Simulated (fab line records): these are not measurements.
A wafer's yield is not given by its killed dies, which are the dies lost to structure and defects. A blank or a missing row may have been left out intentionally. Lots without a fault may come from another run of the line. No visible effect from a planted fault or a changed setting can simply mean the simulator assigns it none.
2 desks looking at one fault / flow gf180mcu / each desk holds nothing but its own numbers, with what lay behind them at the end

## FOR THE TOOL OWNER'S DESK: pvd_sputter-02
The tool's own readings at GF_M1_SPUTTER_02 (material AlCu, target thk 450 nm, time 23.9 s): means of the sampled wafers that have a number, for each lot that ran on this tool. If a lot's mean is further than 4 standard deviations from the usual mean, the lot is out of limits and carries the mark OUT (the distance appears in the brackets).
Columns: A = cathode_dc_power_W at GF_M1_SPUTTER_02, usual 10600 W; B = throttle_valve_pct at GF_M1_SPUTTER_02, usual 30.3 %
lot=L600; first seen here=day 18 09:46; A=10600; B=30.5
lot=L604; first seen here=day 19 22:22; A=10600; B=30.4
lot=L607; first seen here=day 21 06:24; A=10600; B=30.2
This desk found nothing out of limits on any of the 3 lots.

## AT THE METROLOGY DESK
What the gauges read for every lot (on any tool): the sampled wafers with a number, averaged. If a lot's mean is further than 4 standard deviations from the usual mean, the lot is out of limits and carries the mark OUT (the distance appears in the brackets).
Columns: A = CONTACT_W_RS at GF_CONTACT_RS_MEAS_25, usual 0.379 ohm/sq; B = CONTACT_W_THK at GF_CONTACT_THK_MEAS_26, usual 296 nm; C = M1_ALCU_RS at GF_M1_RS_MEAS_05, usual 0.0696 ohm/sq; D = M1_ALCU_THK at GF_M1_THK_MEAS_06, usual 440 nm; E = cd_nm at GF_M1_CD_MEAS_14, usual 230.0 nm; F = M1_OVL at GF_M1_OVL_MEAS_15, usual -3 nm
lot=L594; first seen here=day 15 23:35; A=0.382; B=297; C=0.0697; D=440; E=230.6; F=-2
lot=L600; first seen here=day 18 09:10; A=0.381; B=296; C=0.0705; D=433; E=229.4; F=-7
lot=L604; first seen here=day 19 21:48; A=0.374; B=298; C=0.0793 (+15) OUT; D=398 (-9.2) OUT; E=230.2; F=-9
lot=L607; first seen here=day 21 05:50; A=0.378; B=295; C=0.0796 (+16) OUT; D=397 (-9.4) OUT; E=229.2; F=-11
lot=L611; first seen here=day 22 09:39; A=0.385; B=290; C=0.0687; D=448; E=229.5; F=-3
lot=L617; first seen here=day 24 10:49; A=0.381; B=295; C=0.0699; D=438; E=230.9; F=1
This desk finds L604, L607 out of limits, with the earliest case on L604 at day 19 22:30 (M1_ALCU_RS at GF_M1_RS_MEAS_05). In limits: L594, L600, L611, L617.

## BROUGHT TOGETHER
At day 19 22:30 the metrology desk could have sounded an alarm, on L604, L607.
The tool owner's desk saw nothing out of limits.
On record at the tool owner's desk: L604, L607, within its limits.
Every lot named ran GF_M1_SPUTTER_02 on pvd_sputter-02.

## WHAT THE SIMULATOR PUT IN
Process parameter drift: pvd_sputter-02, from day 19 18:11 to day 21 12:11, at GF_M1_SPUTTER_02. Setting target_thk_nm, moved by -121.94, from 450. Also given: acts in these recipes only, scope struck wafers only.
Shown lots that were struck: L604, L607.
Per desk, hours elapsed from the start of the fault to the first reading out of limits: for the metrology desk, 4.
